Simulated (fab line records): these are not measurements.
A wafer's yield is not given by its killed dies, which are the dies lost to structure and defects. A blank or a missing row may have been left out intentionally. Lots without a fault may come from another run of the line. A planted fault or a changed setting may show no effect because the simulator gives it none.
Which tool is to blame? -- flow gf180mcu -- 39 wafers from 13 lots sampled at 5 of the route's 602 steps

== WHAT THE GAUGES READ, wafer by wafer ==
GF_V4_BOW_MEAS_05. Usual: V4_BOW gives 134 um (standard deviation 9).
lot,measured,on,V4_BOW (um),flag
L884,day 23 21:36,film metro-03,132 131 128,
L886,day 24 11:11,film metro-02,124 125 126,
L887,day 24 22:32,film metro-03,161 155 136,
L888,day 25 05:03,film metro-04,117 122 130,
L891,day 26 07:07,film metro-04,143 137 141,
L892,day 26 13:41,film metro-02,113 112 118,
L893,day 27 04:47,film metro-04,135 134 141,
L897,day 28 06:41,film metro-04,134 131 136,
L898,day 28 12:46,film metro-03,133 136 138,
L899,day 28 17:45,film metro-04,130 131 139,
L902,day 29 12:32,film metro-03,124 122 130,
L904,day 30 05:48,film metro-03,140 142 144,
L905,day 30 16:35,film metro-03,150 138 153,

GF_V4_CD_MEAS_14: the cd target is 260 nm. Usual: cd nm 259.8 nm, standard deviation 1.3.
lot,measured,on,cd nm (nm),flag
L884,day 24 20:34,cd sem-02,262.5 261.3 262.3,
L886,day 25 08:44,cd sem-02,259.0 259.0 258.7,
L887,day 25 20:10,cd sem-02,262.0 259.7 259.8,
L888,day 26 02:59,cd sem-01,258.7 258.3 258.3,
L891,day 27 03:56,cd sem-01,259.5 260.5 259.8,
L892,day 27 10:44,cd sem-02,261.5 260.7 260.4,
L893,day 28 00:28,cd sem-01,249.6 249.9 250.1,OFF
L897,day 29 01:49,cd sem-01,250.3 248.3 249.5,OFF
L898,day 29 08:22,cd sem-01,259.7 257.6 258.3,
L899,day 29 12:55,cd sem-02,249.6 251.0 250.2,OFF
L902,day 30 07:22,cd sem-02,260.9 260.1 260.4,
L904,day 30 23:58,cd sem-01,261.9 261.7 261.8,
L905,day 31 10:14,cd sem-01,258.3 258.5 259.4,

GF_V4_OVL_MEAS_15. Usual: V4_OVL gives 2 nm (standard deviation 5.4).
lot,measured,on,V4_OVL (nm),flag
L884,day 24 20:41,overlay-02,1 0 -7,
L886,day 25 08:50,overlay-01,2 4 2,
L887,day 25 20:17,overlay-02,15 5 18,
L888,day 26 03:06,overlay-02,8 11 -5,
L891,day 27 04:02,overlay-01,3 -9 2,
L892,day 27 10:50,overlay-01,4 -3 0,
L893,day 28 00:32,overlay-01,-1 -2 1,
L897,day 29 01:56,overlay-02,8 -8 -4,
L898,day 29 08:29,overlay-01,1 -1 -8,
L899,day 29 13:02,overlay-01,10 -3 -10,
L902,day 30 07:29,overlay-01,0 -3 -1,
L904,day 31 00:03,overlay-01,9 5 1,
L905,day 31 10:21,overlay-01,8 7 4,

== WHICH TOOL RAN EACH LOT (tool, then ch and the chambers of the sampled wafers, then the start) ==
lot,GF_V4_CVD_02,GF_V4_SOFTBAKE_10
L884,"pecvd-02 ch 0,1, day 23 21:10","litho track-02 ch 0, day 24 09:00"
L886,"pecvd-02 ch 0,1,2, day 24 10:43","litho track-02 ch 0, day 24 22:00"
L887,"pecvd-04 ch 0,1,2, day 24 22:05","litho track-03 ch 0, day 25 09:00"
L888,"pecvd-04 ch 0,1,2, day 25 04:36","litho track-03 ch 0, day 25 15:00"
L891,"pecvd-01 ch 1,2, day 26 06:38","litho track-02 ch 0, day 26 18:00"
L892,"pecvd-02 ch 0,1,2, day 26 13:09","litho track-02 ch 0, day 27 00:00"
L893,"pecvd-04 ch 0,1,2, day 27 04:20","litho track-02 ch 0, day 27 14:00"
L897,"pecvd-02 ch 0,1, day 28 06:14","litho track-02 ch 0, day 28 16:00"
L898,"pecvd-04 ch 0,2, day 28 12:20","litho track-03 ch 0, day 28 22:00"
L899,"pecvd-01 ch 0,1,2, day 28 17:19","litho track-02 ch 0, day 29 03:00"
L902,"pecvd-04 ch 0,1, day 29 12:06","litho track-03 ch 0, day 29 22:00"
L904,"pecvd-01 ch 0,1, day 30 05:20","litho track-03 ch 0, day 30 14:00"
L905,"pecvd-02 ch 0,2, day 30 16:08","litho track-03 ch 0, day 31 01:00"
- GF_V4_CVD_02: deposits SiO2 from TEOS, target thk 850 nm, time 94.851 s.
- GF_V4_SOFTBAKE_10: time 60 s.

== AS READ BY THE TOOLS THEMSELVES (means over the sampled wafers that have a number; for cases with no such wafer, the mark the record gives instead) ==
GF_V4_CVD_02. Usual: heater power w 605 W, standard deviation 79; susceptor temp C 400.01 C, standard deviation 0.22.
lot,tool,heater power w (W),susceptor temp C (C),flag
L884,pecvd-02,669,400.02,
L886,pecvd-02,592,399.87,
L887,pecvd-04,563,400.16,
L888,pecvd-04,576,399.98,
L891,pecvd-01,599,400.13,
L892,pecvd-02,641,400.07,
L893,pecvd-04,596,400.05,
L897,pecvd-02,621,400.28,
L898,pecvd-04,510,399.98,
L899,pecvd-01,660,400.07,
L902,pecvd-04,564,400.25,
L904,pecvd-01,593,400.05,
L905,pecvd-02,651,399.88,

GF_V4_SOFTBAKE_10. Usual: heater power total W 93.05 W, standard deviation 0.064; plate temp C 130.00 C, standard deviation 0.16.
lot,tool,heater power total W (W),plate temp C (C),flag
L884,litho track-02,93.09,129.89,
L886,litho track-02,93.04,130.03,
L887,litho track-03,93.04,130.05,
L888,litho track-03,93.05,129.86,
L891,litho track-02,92.97,129.97,
L892,litho track-02,93.04,130.03,
L893,litho track-02,89.72,126.35,OFF
L897,litho track-02,89.65,126.48,OFF
L898,litho track-03,93.12,130.07,
L899,litho track-02,89.63,126.37,OFF
L902,litho track-03,93.08,130.11,
L904,litho track-03,93.05,129.75,
L905,litho track-03,93.03,130.11,

== THE ANSWER, worked out from the rows above alone ==
Rule: a lot counts as off when the mean over its wafers that have a number is more than 3 standard deviations away from the usual mean. A lot without any number at a reading at which 4 lots or more have one is off too. The other lots that the step has rows for count as sound. Order of review: gauges by route order, followed by the tools' own readings, for which a lot's mean as printed above is used. At the first step where some lot is off, the reading lying furthest off is the one used; lots without a number count as furthest.
Off: L893, L897, L899, at GF_V4_CD_MEAS_14 (cd nm).
If a tool, at a process step before that reading, ran all the lots that are off and no sound lot after the first of them, it fits. The gauges at GF_V4_CD_MEAS_14 aren't tried: what is off there is off at GF_V4_SOFTBAKE_10 too, on other tools, and a gauge's error can't cause that. One fits: litho track-02 at GF_V4_SOFTBAKE_10. Its last sound lot is L892 (day 27 00:00), its first lot that is off L893 (day 27 14:00): a fault that began between those two fits.
The tool's own readings at GF_V4_SOFTBAKE_10 bear it out: on the lots that are off they differ by more than 5 times the standard deviation of the sound lots' means. heater power total W reads 89.67 W there against 93.05 W on the sound lots; plate temp C reads 126.40 C there against 129.99 C on the sound lots.

== WHAT THE SIMULATOR PUT IN ==
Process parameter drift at GF_V4_SOFTBAKE_10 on litho track-02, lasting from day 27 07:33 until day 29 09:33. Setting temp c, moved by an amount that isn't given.
Struck lots among those shown: L893, L897, L899. This agrees with what the rule above found.
